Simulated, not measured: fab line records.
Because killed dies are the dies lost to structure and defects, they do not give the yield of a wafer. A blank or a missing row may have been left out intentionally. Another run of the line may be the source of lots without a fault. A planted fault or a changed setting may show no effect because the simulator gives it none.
2 desks looking at one fault ; flow gf180mcu ; every desk sees just its own numbers, and what lay behind them comes last

== METROLOGY DESK ==
What the gauges read for every lot (on any tool): the sampled wafers with a number, averaged. The brackets show how far a lot's mean lies from the usual mean; more than 4 standard deviations puts the lot out of limits, marked OUT.
Columns: A = cd_nm at GF_V5_CD_MEAS_14, usual 259.8 nm; B = V5_OVL at GF_V5_OVL_MEAS_15, usual 1 nm
lot;first seen here;A;B
L182;day 28 11:26;260.9;-2
L183;day 28 23:10;260.6;0
L184;day 29 03:48;258.0;-3
L196;day 32 13:31;260.4;4
L199;day 33 08:57;258.7;10
L201;day 33 17:01;260.3;-1
This desk's verdict: no lot among the 6 shows anything out of limits.

== TOOL OWNER'S DESK, pvd_sputter-04 ==
The tool's own readings at GF_V5_SPUTTER_21 (material Ti, target thk 15 nm, time 80.02 s): means of the sampled wafers that have a number, for each lot that ran on this tool. The brackets show how far a lot's mean lies from the usual mean; more than 4 standard deviations puts the lot out of limits, marked OUT.
Columns: A = chamber_pressure_pa at GF_V5_SPUTTER_21, usual 5.000 Pa; B = throttle_valve_pct at GF_V5_SPUTTER_21, usual 30.0 %
lot;first seen here;A;B
L183;day 29 00:08;5.007;30.2
L184;day 29 04:41;5.005;30.1
L199;day 33 09:48;5.005;30.3
L201;day 33 17:47;5.003;30.2
This desk's verdict: no lot among the 4 shows anything out of limits.

== ALL TOGETHER ==
The metrology desk saw nothing out of limits.
The desk of the tool owner found nothing out of limits.

== WHAT THE SIMULATOR HAD INSERTED ==
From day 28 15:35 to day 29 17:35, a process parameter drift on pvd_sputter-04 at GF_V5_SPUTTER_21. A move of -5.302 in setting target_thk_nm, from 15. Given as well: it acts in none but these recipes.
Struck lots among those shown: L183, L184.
